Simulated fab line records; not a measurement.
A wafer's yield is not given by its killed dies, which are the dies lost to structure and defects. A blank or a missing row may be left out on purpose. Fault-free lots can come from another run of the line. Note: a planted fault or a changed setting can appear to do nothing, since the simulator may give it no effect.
Matching of chambers | flow sky130 | pecvd-04 running SKY_PASSIVATION_CVD_02: 3 sister chambers
The step deposits Si3N4, target thk 540 nm. 6 wafers are shown with their chamber, then 8 later ones without.

== WAFERS WITH THEIR CHAMBER ==
wafer  | chamber | heater_power_w (W) | heater_power_outer_w (W)
L113.4 | 1       | 668                | 367
L120.3 | 1       | 748                | 420
L121.1 | 2       | 794                | 488
L121.5 | 2       | 805                | 502
L121.6 | 0       | 642                | 374
L123.3 | 0       | 653                | 389

== WAFERS WITHOUT THEIR CHAMBER ==
wafer  | heater_power_w (W) | heater_power_outer_w (W)
L123.5 | 751                | 417
L123.6 | 678                | 410
L129.2 | 706                | 445
L129.5 | 773                | 470
L129.6 | 732                | 400
L132.1 | 803                | 491
L132.3 | 731                | 402
L132.5 | 738                | 413

== THE CHAMBER EACH PASSED THROUGH ==
wafer  | from the rows above          | in truth
L123.5 | can't be placed: 1 or 0      | 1
L123.6 | can't be placed: 1 or 0      | 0
L129.2 | can't be placed: 1 or 0 or 2 | 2
L129.5 | 2                            | 2
L129.6 | can't be placed: 1 or 0      | 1
L132.1 | 2                            | 2
L132.3 | can't be placed: 1 or 0      | 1
L132.5 | can't be placed: 1 or 0      | 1
2 of 8 placed correctly. Cannot be placed on the basis of these rows: 6; the candidates contain the true chamber in 6. 0 placed wrongly.
How it was worked out, from the rows above alone: a wafer's distance from a chamber is the root of the sum, over the readings, of the square of ((its reading less the chamber's mean) divided by the reading's scatter). If the next closest chamber is less than 2 further off than the closest, the wafer can't be placed; otherwise it belongs to the closest. The mean given for a chamber averages the wafers shown for that chamber. The scatter: take each reading less its chamber's mean, square it, sum over the shown wafers, divide by the number of wafers less the number of chambers, and take the root.
